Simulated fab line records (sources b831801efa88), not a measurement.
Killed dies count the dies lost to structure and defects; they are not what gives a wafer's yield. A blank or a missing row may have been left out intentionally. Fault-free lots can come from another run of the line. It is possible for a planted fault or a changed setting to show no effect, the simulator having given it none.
A single fault, viewed from 2 desks	flow sky130	what lay behind the numbers comes last; until then each desk has only its own

## DESK OF THE TOOL OWNER: implanter-03
The tool's own readings at SKY_NWELL_IMPLANT_11: means of the sampled wafers that have a number, for each lot that ran on this tool. The brackets show how far a lot's mean lies from the usual mean; more than 4 standard deviations puts the lot out of limits, marked OUT.
Columns: A = beam_energy_keV at SKY_NWELL_IMPLANT_11, usual 400.03; B = dose_ions_cm2 at SKY_NWELL_IMPLANT_11, usual 1.8996e+13
lot	first seen here	A	B
L411	day 5 08:31	399.91	1.8991e+13
L414	day 6 04:07	400.15	1.8989e+13
L419	day 7 02:31	400.03	1.9003e+13
L426	day 9 01:34	399.98	1.9871e+13 (+46) OUT
L429	day 9 18:49	400.24	1.9869e+13 (+46) OUT
This desk finds L426, L429 out of limits, L426 being first, at day 9 01:34 (dose_ions_cm2 at SKY_NWELL_IMPLANT_11). In limits: L411, L414, L419.

## AT THE METROLOGY DESK
Lot by lot, what the gauges showed, no matter which tool ran the lot: averages of those sampled wafers that carry a number. The brackets show how far a lot's mean lies from the usual mean; more than 4 standard deviations puts the lot out of limits, marked OUT.
Columns: A = FIELD_ISO_CVD_03_THK at SKY_FIELD_ISO_THK_MEAS_04, usual 165.5 nm; B = NWELL_RS at SKY_NWELL_RS_MEAS_29, usual 624.4 ohm/sq; C = LI_CONTACT_BOW at SKY_LI_CONTACT_BOW_MEAS_03, usual 56 um
lot	first seen here	A	B	C
L411	day 2 05:38	163.8	623.3	48
L414	day 3 00:16	167.2	623.4	54
L415	day 3 02:27	163.3	623.0	56
L416	day 3 07:52	163.4	626.2	52
L419	day 3 21:40	165.0	623.4	53
L420	day 4 03:52	166.1	624.6	60
L422	day 4 12:50	164.2	626.2	52
L426	day 5 09:10	164.7	609.1 (-13) OUT	62
L428	day 5 20:22	164.7	624.4	65
L429	day 6 00:49	166.4	610.1 (-12) OUT	56
L430	day 6 06:31	169.0	624.0	55
L431	day 6 10:35	165.7	623.7	54
Per this desk, out of limits: L426, L429; the first was L426, day 10 02:04 (NWELL_RS at SKY_NWELL_RS_MEAS_29). In limits: L411, L414, L415, L416, L419, L420, L422, L428, L430, L431.

## BROUGHT TOGETHER
The tool owner's desk could have raised an alarm at day 9 01:34, on L426, L429.
L426, L429 would have let the metrology desk raise an alarm at day 10 02:04.
The lots listed all ran SKY_NWELL_IMPLANT_11 on implanter-03.

## WHAT THE SIMULATOR HAD PUT IN
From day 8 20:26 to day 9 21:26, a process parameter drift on implanter-03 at SKY_NWELL_IMPLANT_11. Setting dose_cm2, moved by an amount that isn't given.
Struck lots among those shown: L426, L429.
Delay (hours) between the fault's onset and each desk's first out-of-limits reading: 5 at the tool owner's desk, 30 at the metrology desk.
